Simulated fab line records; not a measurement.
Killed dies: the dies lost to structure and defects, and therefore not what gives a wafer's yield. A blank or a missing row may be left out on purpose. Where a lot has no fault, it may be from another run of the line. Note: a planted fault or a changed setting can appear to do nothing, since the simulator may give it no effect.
Which tool did it? -- flow gf180mcu -- 14 lots with 42 wafers sampled at 4 steps, on a route of 602 steps

## WHAT THE GAUGES READ, wafer by wafer
GF_VT_IMPLANT_TW_MEAS_21. Usual: for VT_IMPLANT_2_TW the level is 1232 and the standard deviation is 9.3.
lot,measured,on,VT_IMPLANT_2_TW,flag
L158,day 6 08:15,film metro-02,1222 1224 1222,
L159,day 6 14:56,film metro-04,1232 1232 1224,
L160,day 6 16:49,film metro-01,1237 1236 1235,
L161,day 7 01:25,film metro-04,1232 1232 1239,
L162,day 7 09:17,film metro-01,1241 1242 1240,
L164,day 7 19:47,film metro-01,1233 1237 1244,
L167,day 8 15:37,film metro-01,1235 1227 1232,
L169,day 9 05:25,film metro-01,1237 1237 1239,
L170,day 9 12:20,film metro-01,1233 1234 1242,
L171,day 9 15:19,film metro-01,1233 1233 1237,
L178,day 11 16:07,film metro-04,1217 1217 1225,
L179,day 12 02:47,film metro-04,1225 1236 1226,
L180,day 12 09:49,film metro-02,1215 1212 1215,
L181,day 12 16:07,film metro-04,1222 1224 1231,

GF_DUAL_GATE_OVL_MEAS_11. Usual: for DUAL_GATE_OVL the level is -0.2 nm and the standard deviation is 1.3.
lot,measured,on,DUAL_GATE_OVL (nm),flag
L158,day 8 11:35,overlay-01,-0.6 0.2 0.8,
L159,day 8 18:13,overlay-01,1.8 -0.3 -0.7,
L160,day 8 19:39,overlay-02,-2.9 -1.9 -0.9,
L161,day 9 04:22,overlay-02,0.4 0.0 -1.8,
L162,day 9 14:05,overlay-01,0.0 0.3 0.0,
L164,day 10 01:13,overlay-02,-0.5 -2.8 -1.9,
L167,day 10 23:05,overlay-01,-1.1 -0.1 -0.1,
L169,day 11 14:53,overlay-01,0.5 0.3 0.7,
L170,day 11 21:47,overlay-01,0.5 -0.9 0.2,
L171,day 12 01:18,overlay-01,1.1 2.9 -0.5,
L178,day 14 07:23,overlay-02,1.7 0.1 -0.8,
L179,day 14 17:07,overlay-01,0.4 -0.7 -0.1,
L180,day 15 02:15,overlay-02,-2.8 -0.2 -1.5,
L181,day 15 10:14,overlay-02,-1.8 1.1 2.6,

GF_POLY_GATE_THK_MEAS_17. Usual: for POLY_GATE_OXIDATION_THK the level is 3.96 nm and the standard deviation is 0.08.
lot,measured,on,POLY_GATE_OXIDATION_THK (nm),flag
L158,day 9 09:19,film metro-03,3.99 4.02 4.03,
L159,day 9 17:19,film metro-03,4.06 4.00 4.02,
L160,day 9 18:39,film metro-01,3.98 4.04 4.05,
L161,day 10 03:13,film metro-01,4.02 4.04 4.10,
L162,day 10 12:51,film metro-04,4.02 4.01 4.00,
L164,day 10 23:49,film metro-03,3.98 4.02 4.01,
L167,day 11 22:43,film metro-01,3.92 3.90 3.93,
L169,day 12 15:26,film metro-01,3.99 3.87 3.92,
L170,day 12 23:14,film metro-03,3.98 4.03 4.00,
L171,day 13 04:23,film metro-04,3.97 3.94 4.03,
L180,day 16 05:13,film metro-03,3.87 3.96 3.79,
L181,day 16 13:43,film metro-03,3.87 3.87 3.92,

## TOOL THAT RAN EACH LOT (tool first, then ch and the chambers of the sampled wafers, then the start)
lot,GF_DUAL_GATE_STRIP_13
L158,"plasma asher-02 ch 1, day 8 11:42"
L159,"plasma asher-02 ch 0,1, day 8 18:20"
L160,"plasma asher-03 ch 0, day 8 19:46"
L161,"plasma asher-02 ch 0,1, day 9 04:30"
L162,"plasma asher-03 ch 0,1, day 9 14:12"
L164,"plasma asher-04 ch 0,1, day 10 01:20"
L167,"plasma asher-03 ch 0,1, day 10 23:14"
L169,"plasma asher-03 ch 0,1, day 11 15:00"
L170,"plasma asher-03 ch 0,1, day 11 21:55"
L171,"plasma asher-02 ch 0,1, day 12 01:25"
L178,"plasma asher-03 ch 0,1, day 14 07:29"
L179,"plasma asher-02 ch 0,1, day 14 17:16"
L180,"plasma asher-04 ch 0,1, day 15 02:22"
L181,"plasma asher-03 ch 0,1, day 15 10:21"
- GF_DUAL_GATE_STRIP_13: strips in O2/N2.

## WHAT THE TOOLS THEMSELVES READ (means of the sampled wafers that have a number; where no wafer has one, the mark that the record gives instead)
GF_DUAL_GATE_STRIP_13. Usual: chamber pressure mTorr 1500.0 mTorr, standard deviation 1.3; drypump motor current A 5.7 A, standard deviation 0.42; heater power w 316 W, standard deviation 33; oes product au 0.716 a.u., standard deviation 0.0045; strip time to endpoint s 12.64 s, standard deviation 0.035.
lot,tool,chamber pressure mTorr (mTorr),drypump motor current A (A),heater power w (W),oes product au (a.u.),strip time to endpoint s (s),flag
L158,plasma asher-02,1499.8,5.0,372,0.722,12.68,
L159,plasma asher-02,1499.6,5.1,350,0.715,12.64,
L160,plasma asher-03,1499.0,6.1,267,0.711,12.68,
L161,plasma asher-02,1499.0,5.1,352,0.714,12.64,
L162,plasma asher-03,1498.3,6.0,287,0.716,12.63,
L164,plasma asher-04,1497.8,6.0,323,0.717,12.64,
L167,plasma asher-03,1499.0,5.9,306,0.718,12.61,
L169,plasma asher-03,1500.8,5.9,306,0.713,12.63,
L170,plasma asher-03,1500.2,5.9,313,0.712,12.68,
L171,plasma asher-02,1500.4,5.2,337,0.717,12.69,
L178,plasma asher-03,-,-,-,-,-,OFF
L179,plasma asher-02,-,-,-,-,-,OFF
L180,plasma asher-04,1501.0,5.6,333,0.715,12.64,
L181,plasma asher-03,1499.7,5.9,305,0.718,12.64,

## THE ANSWER, worked out from the rows above alone
Rule: a lot is off if the mean of its wafers that have a number lies more than 3 standard deviations from the usual mean. A lot without any number at a reading at which 4 lots or more have one is off too. The other lots that the step has rows for count as sound. After the gauges, taken in route order, come the tools' own readings; for these a lot's mean is taken, as printed above. At the first step where some lot is off, the reading lying furthest off is the one used; lots without a number count as furthest.
Off, at GF_DUAL_GATE_STRIP_13 on chamber pressure mTorr: L178, L179. Without a number there: L178, L179.
If a tool, at that step or one of the process steps before it, ran each lot that is off and ran no sound lot following the first of them, it fits. None of those tried fits.

## WHAT THE SIMULATOR PUT IN
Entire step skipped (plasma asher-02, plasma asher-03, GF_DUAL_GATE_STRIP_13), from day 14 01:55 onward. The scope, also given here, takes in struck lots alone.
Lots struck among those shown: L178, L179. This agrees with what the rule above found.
